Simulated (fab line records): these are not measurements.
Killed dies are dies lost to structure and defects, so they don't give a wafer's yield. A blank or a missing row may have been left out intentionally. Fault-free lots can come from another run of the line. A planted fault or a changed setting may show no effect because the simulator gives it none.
2 desks looking at one fault | flow gf180mcu | each desk holds nothing but its own numbers, with what lay behind them at the end

## FROM THE METROLOGY DESK
Lot by lot, what the gauges showed, no matter which tool ran the lot: averages of those sampled wafers that carry a number. If a lot's mean is further than 4 standard deviations from the usual mean, the lot is out of limits and carries the mark OUT (the distance appears in the brackets).
Columns: A = cd-nm at GF_V2_CD_MEAS_14, usual 260.1 nm; B = V2_OVL at GF_V2_OVL_MEAS_15, usual 0 nm
lot  | first seen here | A     | B
L222 | day 20 15:02    | 260.4 | -2
L225 | day 21 13:23    | 261.5 | -7
L227 | day 22 06:41    | 259.9 | 4
L236 | day 25 19:24    | 260.5 | 6
L237 | day 25 23:58    | 260.0 | -4
L241 | day 27 09:14    | 262.4 | -7
This desk found nothing out of limits on any of the 6 lots.

## THE TOOL OWNER'S DESK: pvd-sputter-02
The tool's own readings at GF_V2_SPUTTER_21 (material Ti, target thk 15 nm, time 80.02 s): means of the sampled wafers that have a number, for each lot that ran on this tool. If a lot's mean is further than 4 standard deviations from the usual mean, the lot is out of limits and carries the mark OUT (the distance appears in the brackets).
Columns: A = throttle-valve-pct at GF_V2_SPUTTER_21, usual 29.6 %
lot  | first seen here | A
L222 | day 20 15:52    | 29.5
L225 | day 21 14:11    | 29.3
L227 | day 22 07:32    | 29.4
This desk found nothing out of limits on any of the 3 lots.

## BROUGHT TOGETHER
The metrology desk saw nothing out of limits.
The desk of the tool owner found nothing out of limits.

## WHAT THE SIMULATOR HAD PUT IN
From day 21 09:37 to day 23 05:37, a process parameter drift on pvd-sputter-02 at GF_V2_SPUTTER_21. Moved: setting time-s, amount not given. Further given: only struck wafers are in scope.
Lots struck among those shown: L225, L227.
